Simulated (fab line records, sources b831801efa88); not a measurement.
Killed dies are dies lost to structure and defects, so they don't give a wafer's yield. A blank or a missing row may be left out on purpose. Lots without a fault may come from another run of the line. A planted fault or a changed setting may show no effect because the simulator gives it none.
Chamber matching | flow sfq_line | SFQ_TRILAYER_I7_VIA_ETCH_VIA_ETCH_190 on rie_diel-02: 4 sister chambers
The step etches SiO2 in CHF3, stops on Nb, target depth 260 nm. 4 wafers are shown with their chamber, then 7 later ones without.

WAFERS WITH THEIR CHAMBER
wafer  | chamber | drypump_motor_current_A (A)
L705.2 | 2       | 6.3
L706.5 | 1       | 5.0
L707.2 | 0       | 6.1
L707.4 | 3       | 6.3

WAFERS WITHOUT THEIR CHAMBER
wafer  | drypump_motor_current_A (A)
L707.6 | 6.3
L708.1 | 6.3
L708.5 | 5.0
L708.6 | 6.1
L709.1 | 5.0
L709.5 | 6.3
L709.6 | 6.0

WHICH CHAMBER EACH WENT THROUGH
wafer  | from the rows above     | in truth
L707.6 | can't be placed: 2 or 3 | 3
L708.1 | can't be placed: 2 or 3 | 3
L708.5 | 1                       | 1
L708.6 | 0                       | 0
L709.1 | 1                       | 1
L709.5 | can't be placed: 2 or 3 | 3
L709.6 | 0                       | 0
Placed correctly: 4 of 7. Can't be placed from these rows: 3 (the true chamber is among the candidates in 3). Placed wrongly: 0.
How it was worked out, from the rows above alone: a wafer's distance from a chamber is the root of the sum, over the readings, of the square of ((its reading less the chamber's mean) divided by the reading's scatter). The wafer belongs to the nearest chamber; if the next one is less than 2 further off, it can't be placed. A chamber's mean is the mean of its shown wafers. The scatter: with one shown wafer a chamber, the root of the mean of the squares of how far each hidden wafer lies from its nearest shown one.
